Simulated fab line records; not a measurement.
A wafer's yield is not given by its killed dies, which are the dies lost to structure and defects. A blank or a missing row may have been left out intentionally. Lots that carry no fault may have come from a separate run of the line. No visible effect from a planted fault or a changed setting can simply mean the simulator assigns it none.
Problem report in the 8D (eight disciplines) form, filled by code || flow sky130 || the parts of the form that need people (team, actions taken, sign-off) are left out

== 1. WHAT WENT WRONG ==
Wafers free of any fault read 1031 nm (standard deviation 12) for VIA1_HDPCVD_THK at SKY_VIA1_THK_MEAS_01, against a mean of 1532 nm on 3 wafers of 3 lots. Relative to the usual mean, that is a shift of +42 standard deviations.
First seen on wafer L171.4, day 35 11:07, on film metro-02. Wafers with a number at this step in the record: 36, from 13 lots. The rule behind "out" and "out of limits": a value lying over 4 standard deviations away from the usual mean. The other wafers with a number count as sound.

== 2. WHAT IT IS AND WHAT IT IS NOT ==
{"question": "which readings at this step", "is": "VIA1_HDPCVD_THK", "is not": "-"}
{"question": "which lots", "is": "L171, L172, L175", "is not": "L166, L178, L179, L180, L181, L183, L184, L185, L187, L188"}
{"question": "which wafers of those lots", "is": "L171.4, L172.4, L175.3", "is not": "L171.1, L172.6, L175.1"}
{"question": "read on which gauges", "is": "film metro-02, film metro-04", "is not": "film metro-03"}
{"question": "when", "is": "from day 35 11:07", "is not": "up to then (4 sound wafers); but 29 sound wafers of L172, L175, L178, L179, L180, L181, L183, L184, L185, L187, L188 came after"}

== 3. SUSPECTS, AND WHAT RULES EACH OUT ==
Counting: any tool at a process step up to the reading remains a suspect provided it ran every lot that is out. Sound lots after the first of them don't rule it out here, since some wafers of a struck lot are sound.
- the gauge at SKY_VIA1_THK_MEAS_01 has been ruled out. 2 gauges (film metro-02, film metro-04) read the wafers that are out.
- hdpcvd-02 at SKY_VIA1_HDPCVD_00 (deposits SiO2, target thk 1030 nm, time 171.7 s): kept. Every lot that is out went through it, the first being L171 (day 35 11:00); the last sound lot it ran before that was L166 (day 34 15:57).
Left after counting: hdpcvd-02 at SKY_VIA1_HDPCVD_00.

== 4. THE CAUSE (what the simulator had put in) ==
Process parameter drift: hdpcvd-02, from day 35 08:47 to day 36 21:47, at SKY_VIA1_HDPCVD_00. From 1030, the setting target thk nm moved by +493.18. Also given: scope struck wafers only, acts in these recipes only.
After counting, this tool was the only one left.

== 5. THE EFFECT CHAIN, in route order ==
Each row: a reading whose mean over the struck wafers that have a number lies more than 3 standard deviations from the usual. Scope: only readings with a usual standard deviation given in the record; hours: median across lots of the time from each lot's start at the first step in this table that gives one to its start at this step; sigmas: change in usual standard deviations.
{"hours": 0, "step": "SKY_VIA1_THK_MEAS_01", "reading": "VIA1_HDPCVD_THK", "usual": "1031 nm", "on struck wafers": 1532, "change": "+501", "sigmas": "+42"}
Later steps that measure or inspect, where all struck wafers having a row at the step show a number for every such reading and not one has moved that far: SKY_VIA1_OVL_MEAS_13.

== 6. WHAT WOULD HAVE CAUGHT IT SOONER ==
2 hours passed between the start of the fault at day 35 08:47 and the first reading out of limits at a measuring or inspecting step in this record, taken at day 35 11:07.
Among the 3 lots that are out, L172, L175 began SKY_VIA1_HDPCVD_00 on hdpcvd-02 after day 35 11:07. A hold on the tool at that time would have spared those 2.
